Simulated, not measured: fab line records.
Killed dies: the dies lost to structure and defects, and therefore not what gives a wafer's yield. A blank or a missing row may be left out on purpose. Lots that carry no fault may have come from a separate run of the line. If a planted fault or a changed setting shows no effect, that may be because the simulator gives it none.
Chamber matching || flow gf180mcu || GF_PASSIVATION_ETCH_11 on rieDiel-04 has 4 sister chambers
The step etches the open film in CF4/O2, stops on TiN, target depth 1800 nm, time 400 s. 8 wafers are shown with their chamber, then 8 later ones without.

## WAFERS PAIRED WITH THEIR CHAMBERS
{"wafer": "L348.5", "chamber": 1, "throttleValvePct (%)": 5.959, "oesProductAu (a.u.)": 0.963}
{"wafer": "L350.1", "chamber": 3, "throttleValvePct (%)": 5.957, "oesProductAu (a.u.)": 0.958}
{"wafer": "L350.4", "chamber": 0, "throttleValvePct (%)": 5.953, "oesProductAu (a.u.)": 0.968}
{"wafer": "L350.6", "chamber": 2, "throttleValvePct (%)": 5.969, "oesProductAu (a.u.)": 0.984}
{"wafer": "L351.3", "chamber": 0, "throttleValvePct (%)": 5.964, "oesProductAu (a.u.)": 0.966}
{"wafer": "L351.5", "chamber": 2, "throttleValvePct (%)": 5.970, "oesProductAu (a.u.)": 0.965}
{"wafer": "L351.6", "chamber": 3, "throttleValvePct (%)": 5.966, "oesProductAu (a.u.)": 0.969}
{"wafer": "L353.1", "chamber": 1, "throttleValvePct (%)": 5.965, "oesProductAu (a.u.)": 0.973}

## WAFERS MISSING THEIR CHAMBER
{"wafer": "L353.3", "throttleValvePct (%)": 5.963, "oesProductAu (a.u.)": 0.955}
{"wafer": "L353.4", "throttleValvePct (%)": 5.979, "oesProductAu (a.u.)": 0.968}
{"wafer": "L358.2", "throttleValvePct (%)": 5.969, "oesProductAu (a.u.)": 0.956}
{"wafer": "L358.3", "throttleValvePct (%)": 5.950, "oesProductAu (a.u.)": 0.967}
{"wafer": "L358.5", "throttleValvePct (%)": 5.980, "oesProductAu (a.u.)": 0.977}
{"wafer": "L359.2", "throttleValvePct (%)": 5.944, "oesProductAu (a.u.)": 0.960}
{"wafer": "L359.3", "throttleValvePct (%)": 5.957, "oesProductAu (a.u.)": 0.952}
{"wafer": "L359.4", "throttleValvePct (%)": 5.958, "oesProductAu (a.u.)": 0.972}

## WHICH CHAMBER EACH ONE RAN IN
{"wafer": "L353.3", "from the rows above": "can't be placed: 3 or 1 or 0 or 2", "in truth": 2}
{"wafer": "L353.4", "from the rows above": "can't be placed: 2 or 1 or 3 or 0", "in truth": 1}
{"wafer": "L358.2", "from the rows above": "can't be placed: 3 or 1 or 2 or 0", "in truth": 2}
{"wafer": "L358.3", "from the rows above": "can't be placed: 0 or 3 or 1", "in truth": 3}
{"wafer": "L358.5", "from the rows above": "can't be placed: 2 or 1 or 3", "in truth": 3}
{"wafer": "L359.2", "from the rows above": "can't be placed: 0 or 3 or 1", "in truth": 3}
{"wafer": "L359.3", "from the rows above": "can't be placed: 3 or 0 or 1 or 2", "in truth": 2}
{"wafer": "L359.4", "from the rows above": "can't be placed: 0 or 1 or 3 or 2", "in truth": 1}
Correctly placed: 0 of 8. Unplaceable from these rows: 8, with the true chamber sitting among the candidates in 8. Wrongly placed: 0.
How it was worked out, from the rows above alone: a wafer's distance from a chamber is the root of the sum, over the readings, of the square of ((its reading less the chamber's mean) divided by the reading's scatter). The wafer belongs to the nearest chamber; if the next one is less than 2 further off, it can't be placed. The mean given for a chamber averages the wafers shown for that chamber. How the scatter is found: for the shown wafers, subtract from each reading the mean of its chamber, square and add these, divide the total by (wafers less chambers), then take the root.
